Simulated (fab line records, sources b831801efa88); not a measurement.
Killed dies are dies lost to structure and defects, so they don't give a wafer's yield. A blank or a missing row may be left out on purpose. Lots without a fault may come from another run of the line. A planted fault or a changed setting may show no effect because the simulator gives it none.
Which tool did it? | flow gf180mcu | 14 lots, 42 wafers sampled, at 3 steps of a route of 602

WHAT THE GAUGES READ, wafer by wafer
GF_TOP_METAL_CD_MEAS_14: target cd 440 nm.
lot  | measured     | on        | cd_nm (nm)
L232 | day 27 22:47 | cd_sem-02 | 440.0 438.4 440.0
L233 | day 28 06:32 | cd_sem-02 | 443.8 443.2 441.7
L235 | day 28 16:10 | cd_sem-02 | 441.2 441.8 439.8
L236 | day 29 10:07 | cd_sem-02 | 443.0 439.2 442.7
L240 | day 30 15:23 | cd_sem-01 | 439.5 441.6 438.5
L241 | day 30 22:26 | cd_sem-02 | 438.5 439.9 438.5
L242 | day 31 04:56 | cd_sem-02 | 440.8 439.5 442.6
L243 | day 31 10:35 | cd_sem-02 | 438.9 438.5 439.5
L245 | day 31 20:10 | cd_sem-01 | 439.7 442.3 441.5
L251 | day 33 09:29 | cd_sem-01 | 442.5 443.1 442.0
L252 | day 33 13:50 | cd_sem-01 | 439.4 441.3 441.1
L253 | day 33 21:34 | cd_sem-01 | 439.5 440.9 438.5
L254 | day 34 02:43 | cd_sem-02 | 442.0 441.0 440.6
L255 | day 34 03:23 | cd_sem-01 | 438.6 439.4 440.4

WHICH TOOL RAN EACH LOT (tool, then ch and the chambers of the sampled wafers, then the start)
lot  | GF_V5_SPUTTER_22             | GF_TOP_METAL_SPUTTER_04
L232 | pvd_sputter-03, day 27 02:16 | pvd_sputter-04, day 27 03:05
L233 | pvd_sputter-01, day 27 10:59 | pvd_sputter-03, day 27 11:49
L235 | pvd_sputter-01, day 27 21:14 | pvd_sputter-03, day 27 22:04
L236 | pvd_sputter-01, day 28 13:02 | pvd_sputter-03, day 28 14:53
L240 | pvd_sputter-01, day 29 20:06 | pvd_sputter-02, day 29 20:55
L241 | pvd_sputter-04, day 30 03:36 | pvd_sputter-03, day 30 04:25
L242 | pvd_sputter-04, day 30 10:17 | pvd_sputter-02, day 30 11:06
L243 | pvd_sputter-04, day 30 15:13 | pvd_sputter-04, day 30 16:03
L245 | pvd_sputter-01, day 31 02:14 | pvd_sputter-02, day 31 03:03
L251 | pvd_sputter-01, day 32 16:56 | pvd_sputter-02, day 32 18:03
L252 | pvd_sputter-03, day 32 21:03 | pvd_sputter-03, day 32 21:52
L253 | pvd_sputter-04, day 33 05:55 | pvd_sputter-03, day 33 06:44
L254 | pvd_sputter-01, day 33 10:25 | pvd_sputter-03, day 33 11:14
L255 | pvd_sputter-04, day 33 11:08 | pvd_sputter-04, day 33 11:57
- GF_V5_SPUTTER_22: material TiN, target thk 10 nm, time 40 s.
- GF_TOP_METAL_SPUTTER_04: material TiN, target thk 25 nm, time 20.8 s.

WHAT THE TOOLS THEMSELVES READ (means of the sampled wafers that have a number; where no wafer has one, the mark that the record gives instead)
GF_V5_SPUTTER_22.
lot  | tool           | cathode_dc_power_W (W) | throttle_valve_pct (%)
L232 | pvd_sputter-03 | 4000.1                 | 28.9
L233 | pvd_sputter-01 | 4000.3                 | 30.0
L235 | pvd_sputter-01 | 4000.2                 | 30.0
L236 | pvd_sputter-01 | 3999.5                 | 29.9
L240 | pvd_sputter-01 | 3999.0                 | 29.8
L241 | pvd_sputter-04 | 4000.1                 | 30.1
L242 | pvd_sputter-04 | 3999.8                 | 30.1
L243 | pvd_sputter-04 | 4000.5                 | 30.8
L245 | pvd_sputter-01 | 3999.6                 | 30.0
L251 | pvd_sputter-01 | 4000.2                 | 29.7
L252 | pvd_sputter-03 | 4000.3                 | 29.3
L253 | pvd_sputter-04 | 4000.0                 | 29.5
L254 | pvd_sputter-01 | 4000.3                 | 30.0
L255 | pvd_sputter-04 | 4000.5                 | 29.9

GF_TOP_METAL_SPUTTER_04.
lot  | tool           | cathode_dc_power_W (W) | throttle_valve_pct (%)
L232 | pvd_sputter-04 | 6498.7                 | 29.4
L233 | pvd_sputter-03 | 6500.6                 | 29.4
L235 | pvd_sputter-03 | 6499.9                 | 28.8
L236 | pvd_sputter-03 | 6500.3                 | 29.9
L240 | pvd_sputter-02 | 6500.3                 | 31.5
L241 | pvd_sputter-03 | 6500.1                 | 29.2
L242 | pvd_sputter-02 | 6499.4                 | 31.6
L243 | pvd_sputter-04 | 6499.9                 | 30.8
L245 | pvd_sputter-02 | 6500.5                 | 30.9
L251 | pvd_sputter-02 | 6499.8                 | 31.4
L252 | pvd_sputter-03 | 6500.3                 | 28.7
L253 | pvd_sputter-03 | 6498.8                 | 29.3
L254 | pvd_sputter-03 | 6500.8                 | 28.9
L255 | pvd_sputter-04 | 6499.6                 | 30.7

THE ANSWER, worked out from the rows above alone
Rule: what is usual is taken from the lots themselves. Put in order of their means at a reading, lots are off if they are a third of the lots or fewer, leave a main group of 4 or more, and stand apart from it by a gap of 3 or more times the standard deviation of the main group's means; of several such gaps the widest counts. A main group whose means are all the same, to the digits that the tables above print for the reading, isn't used. A lot without any number at a reading at which 4 lots or more have one is off too. The other lots that the step has rows for count as sound. The gauges are gone through in route order, then the tools' own readings, and for those a lot's mean is taken as printed above. The first step at which some lot is off is used, and at that step the reading that is off furthest; a lot without a number counts as furthest.
No lot is off at any reading shown: from this, nothing can be told.

WHAT THE SIMULATOR HAD PUT IN
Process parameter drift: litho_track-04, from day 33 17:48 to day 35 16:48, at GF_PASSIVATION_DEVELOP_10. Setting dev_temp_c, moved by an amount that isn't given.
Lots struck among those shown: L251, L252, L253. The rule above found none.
